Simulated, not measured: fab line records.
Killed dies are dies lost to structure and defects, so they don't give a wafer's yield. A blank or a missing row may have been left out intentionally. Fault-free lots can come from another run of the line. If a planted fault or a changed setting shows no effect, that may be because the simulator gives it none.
Struck lot and sound lot, side by side	flow sky130	21 steps out of a route of 708
Sound: the wafers L160.1, L160.3, L160.5. Wafers L175.1, L175.3, L175.6 were the ones struck. The cause comes at the end.
For every step that has rows: the tool of each side, followed by ch and its chambers, followed by its first start. Under that, the readings that differ: sound wafers	struck wafers	difference of the means	sigmas: that difference in standard deviations of wafers without a fault.
alike: readings whose means differ by less than 2 such deviations, and words and numbers that are the same on both sides. not compared: withheld readings, readings that some wafer has no value for, bounds like >300 that may hide the same value, and numbers for which the record gives no deviation and whose values overlap.
A row with sigmas, a row that says differs or no value, or rows on one side alone: a step with any of these is where the two part. Numbers that don't overlap but have no deviation are shown without sigmas and don't part them. Lack of a reading on every wafer of one side parts them only where that side has two or more wafers.

first, 1 step without rows for these wafers: SKY_GATE_OXIDE_DEVELOP_09 (develop time 60 s).
SKY_GATE_OXIDE_OVL_MEAS_10:
  sound: overlay-01 at day 16 09:16; struck: overlay-01 at day 21 11:40
  alike: GATE_OXIDE_OVL
then, 2 steps without rows for these wafers: SKY_GATE_OXIDE_IMPLANT_11; SKY_GATE_OXIDE_WET_ETCH_12 (etches SiO2 in dHF, target depth 16.8 nm, time 336 s).
SKY_GATE_OXIDE_STRIP_13: strips in O2/N2.
  sound on plasma_asher-01 ch 0,1, day 16 09:33; struck on plasma_asher-04 ch 0, day 21 11:56
  alike: drypump_motor_current_A, oes_product_au, strip_time_to_endpoint_s
  not compared: rf_hours_counter_h
SKY_GATE_OXIDE_TW_MEAS_14:
  sound: film_metro-03 at day 16 09:39; struck: film_metro-02 at day 21 12:02
  alike: GATE_OXIDE_TW
then, 3 steps without rows for these wafers: SKY_GATE_OXIDE_CLEAN_15 (cleans in SC1/SC2, time 150 s); SKY_GATE_OXIDE_OXIDATION_16 (stabilise 600 s, purge 300 s, target thk 3.57 nm); SKY_POLY_GATE_CVD_00 (deposits poly-Si, target thk 180 nm, time 720 s).
SKY_POLY_GATE_THK_MEAS_01:
  sound: film_metro-03 at day 16 12:53; struck: film_metro-02 at day 21 14:53
  alike: POLY_GATE_CVD_00_THK
then, 2 steps without rows for these wafers: SKY_RES_PROTECT_DEHYDRATE_00 (time 60 s); SKY_RES_PROTECT_HMDS_01 (prime time 60 s).
SKY_RES_PROTECT_COAT_02: resist thk 1140 nm.
  sound on litho_track-03 ch 0, day 17 03:23; struck on litho_track-03 ch 0, day 22 05:20
reading	sound	struck	difference	sigmas
spin_speed_rpm (rpm)	3002.1 3001.0 2998.6	2881.5 2883.7 2882.3	-118.1	-66
model.NOVOLAK_of_RES_PROTECT_COAT_02.thk_nm (nm)	1143 1142 1146	1164 1163 1163	+20	
then, 3 steps without rows for these wafers: SKY_RES_PROTECT_SOFTBAKE_03 (time 60 s); SKY_RES_PROTECT_EXPOSE_04 (exposes mask RPM, target cd 1270 nm); SKY_RES_PROTECT_PEB_05.
SKY_RES_PROTECT_DEVELOP_06: develop time 60 s.
  sound on litho_track-04 ch 0, day 17 16:56; struck on litho_track-03 ch 0, day 22 20:44
reading	sound	struck	difference	sigmas
model.NOVOLAK_of_RES_PROTECT_COAT_02.thk_nm (nm)	1142 1141 1145	1163 1163 1163	+20	
following that, these wafers have no rows for 1 step: SKY_POLY_GATE_IMPLANT_02.
SKY_RES_PROTECT_STRIP_07: strips in O2/N2.
  sound on plasma_asher-02 ch 0, day 17 17:14; struck on plasma_asher-02 ch 1, day 22 21:02
reading	sound	struck	difference	sigmas
strip_time_to_endpoint_s (s)	23.31 23.28 23.34	23.55 23.55 23.50	+0.22	+5
  alike: drypump_motor_current_A, oes_product_au
  not compared: rf_hours_counter_h
SKY_RES_PROTECT_TW_MEAS_08:
  sound: film_metro-04 at day 17 17:20; struck: film_metro-01 at day 22 21:08
  alike: POLY_GATE_TW
-- the record jumps here: 28 days lie between the struck wafers' starts before and after (it left off in module RES_PROTECT and takes up again in module PAD_OPEN, whose first step shown is number 708 of the route) --
SKY_PAD_OPEN_PROBE_99:
  sound: prober-01 at day 47 19:15; struck: prober-01 at day 50 17:11
  alike: killed_at_M0_to_M3, killed_at_M4_up, killed_at_contacts, killed_at_front_end, killed_at_other, killed_dies, killed_open, killed_short

== WHERE THEY PART ==
Earliest at SKY_RES_PROTECT_COAT_02; latest, in this record, at SKY_RES_PROTECT_STRIP_07. Later steps at which nothing parts them and some readings are alike: SKY_RES_PROTECT_TW_MEAS_08, SKY_PAD_OPEN_PROBE_99.

WHY: what the simulator had put in
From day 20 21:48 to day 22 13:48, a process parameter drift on litho_track-03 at SKY_RES_PROTECT_COAT_02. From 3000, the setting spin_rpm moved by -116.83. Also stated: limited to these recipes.
